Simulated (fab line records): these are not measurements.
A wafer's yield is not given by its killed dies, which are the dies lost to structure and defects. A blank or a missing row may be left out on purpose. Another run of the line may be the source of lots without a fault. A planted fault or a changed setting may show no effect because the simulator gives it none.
A lot that was struck, set against a sound lot | flow sfqLine | 24 out of 325 route steps
Sound: wafers L217.2, L217.3, L217.6. Struck: wafers L224.1, L224.3, L224.6. Last of all comes the cause.
For every step that has rows: the tool of each side, followed by ch and its chambers, followed by its first start. Under that, the readings that differ: sound wafers | struck wafers | difference of the means | sigmas: that difference in standard deviations of wafers without a fault.
alike: same words and numbers on both sides, and readings whose means sit less than 2 such deviations apart. not compared: any withheld reading, any reading some wafer has no value for, any bound like >300 that may hide the same value, and any number with overlapping values for which the record gives no deviation.
Wherever a step has rows on one side only, a row that says differs or no value, or a row with sigmas, the two part there. When numbers do not overlap yet have no deviation, they are printed without sigmas and do not part them. A reading missing from all wafers of one side parts the sides only when that side holds two or more wafers.

first, 6 steps without rows for these wafers: SFQ_TRILAYER_I1_VIA_LITHO_COAT_054 (resist thk 62 nm); SFQ_TRILAYER_I1_VIA_LITHO_COAT_049 (resist thk 650 nm); SFQ_TRILAYER_I1_VIA_LITHO_SOFTBAKE_053; SFQ_TRILAYER_I1_VIA_LITHO_EXPOSE_050 (exposes mask I1, target cd 500 nm); SFQ_TRILAYER_I1_VIA_LITHO_PEB_052 (peb time 60 s); SFQ_TRILAYER_I1_VIA_LITHO_DEVELOP_051 (time 60 s).
SFQ_I1_OVL_MEAS_913:
  sound on overlay-01, day 21 10:25; struck on overlay-01, day 24 04:45
reading     | sound    | struck   | difference | sigmas
I1_OVL (nm) | 12 14 10 | -3 -4 -5 | -16        | -2
SFQ_TRILAYER_I1_VIA_BARC_OPEN_VIA_ETCH_071: etches BARC in O2, target depth 125 nm, time 41.7 s.
  sound on rieDiel-03 ch 0,1,2, day 21 10:26; struck on rieDiel-01 ch 0,1,3, day 24 04:47
  alike: biasW, drypumpMotorCurrentA, oesProductAu
  not compared: rfHoursCounterH
SFQ_TRILAYER_I1_VIA_ETCH_VIA_ETCH_052: etches SiO2 in CHF3, stops on Nb, target depth 260 nm.
  sound on rieDiel-03 ch 0,1,2, day 21 10:29; struck on rieDiel-01 ch 0,1,3, day 24 04:50
  alike: biasW, drypumpMotorCurrentA, oesProductAu
SFQ_TRILAYER_I1_VIA_STRIP_STRIP_053: strips in O2.
  sound on rieMetal-01 ch 0,1, day 21 10:36; struck on rieMetal-03 ch 0,1, day 24 04:56
  alike: drypumpMotorCurrentA, heBacksideLeakSccm, oesProductAu
  not compared: rfHoursCounterH
then, 2 steps without rows for these wafers: SFQ_TRILAYER_I1_VIA_STRIP_SOLV_CLEAN_054 (cleans in NMP, time 600 s); SFQ_TRILAYER_M2_DEP_PRE_CLEAN_056 (time 22.5 s).
SFQ_TRILAYER_M2_DEP_SPUTTER_055: material Nb, target thk 200 nm, time 133.3 s.
  sound on pvdSputter-06, day 21 11:24; struck on pvdSputter-04, day 24 05:46
  no value came back on the struck wafers for basePressurePa (Pa), cathodeDcPowerW (W), resputterCathodeVoltageV (V), throttleValvePct (%); on the sound wafers basePressurePa (Pa) reads 1.39e-06 1.21e-06 1.34e-06
SFQ_M2_RS_MEAS_914: the measuring method here is four-point-probe.
  sound on filmMetro-02, day 21 11:31; struck on filmMetro-01, day 24 05:51
reading           | sound             | struck | difference                    | sigmas
M2_NB_RS (ohm/sq) | 0.881 0.882 0.893 | - - -  | no value on the struck wafers | 
then, 6 steps without rows for these wafers: SFQ_TRILAYER_M2_LITHO_COAT_062 (resist thk 62 nm); SFQ_TRILAYER_M2_LITHO_COAT_057 (resist thk 600 nm); SFQ_TRILAYER_M2_LITHO_SOFTBAKE_061; SFQ_TRILAYER_M2_LITHO_EXPOSE_058 (exposes mask M2, target cd 500 nm); SFQ_TRILAYER_M2_LITHO_PEB_060 (peb time 60 s); SFQ_TRILAYER_M2_LITHO_DEVELOP_059 (time 60 s).
-- the record jumps here: 4 days lie between the struck wafers' starts before and after --
SFQ_M2_OVL_MEAS_916:
  sound on overlay-02, day 26 00:36; struck on overlay-01, day 28 13:47
reading     | sound       | struck  | difference | sigmas
M2_OVL (nm) | -21 -19 -12 | -9 -1 3 | +15        | +2
SFQ_TRILAYER_M2_BARC_OPEN_METAL_ETCH_077: etches BARC in O2, target depth 125 nm, time 41.7 s.
  sound on rieMetal-03 ch 0, day 26 00:38; struck on rieMetal-03 ch 0,1, day 28 13:50
  alike: biasW, drypumpMotorCurrentA, heBacksideLeakSccm, oesProductAu
  not compared: rfHoursCounterH
SFQ_TRILAYER_M2_ETCH_METAL_ETCH_060: etches Nb in Cl2/Ar, stops on SiO2, target depth 240 nm, time 120 s.
  sound on rieMetal-03 ch 0, day 26 00:42; struck on rieMetal-03 ch 0,1, day 28 13:53
reading             | sound             | struck            | difference | sigmas
oesProductAu (a.u.) | 0.897 0.897 0.901 | 0.378 0.371 0.371 | -0.525     | -77
  alike: biasW, drypumpMotorCurrentA, heBacksideLeakSccm
  not compared: rfHoursCounterH
SFQ_TRILAYER_M2_STRIP_STRIP_061: strips in O2.
  sound on rieMetal-03 ch 0, day 26 00:52; struck on rieMetal-03 ch 0,1, day 28 14:01
  alike: drypumpMotorCurrentA, heBacksideLeakSccm, oesProductAu
  not compared: rfHoursCounterH

WHERE THEY PART
At SFQ_I1_OVL_MEAS_913 first; at SFQ_TRILAYER_M2_ETCH_METAL_ETCH_060 last (within this record only). Later steps at which nothing parts them and some readings are alike: SFQ_TRILAYER_M2_STRIP_STRIP_061.

WHY: what the simulator had put in
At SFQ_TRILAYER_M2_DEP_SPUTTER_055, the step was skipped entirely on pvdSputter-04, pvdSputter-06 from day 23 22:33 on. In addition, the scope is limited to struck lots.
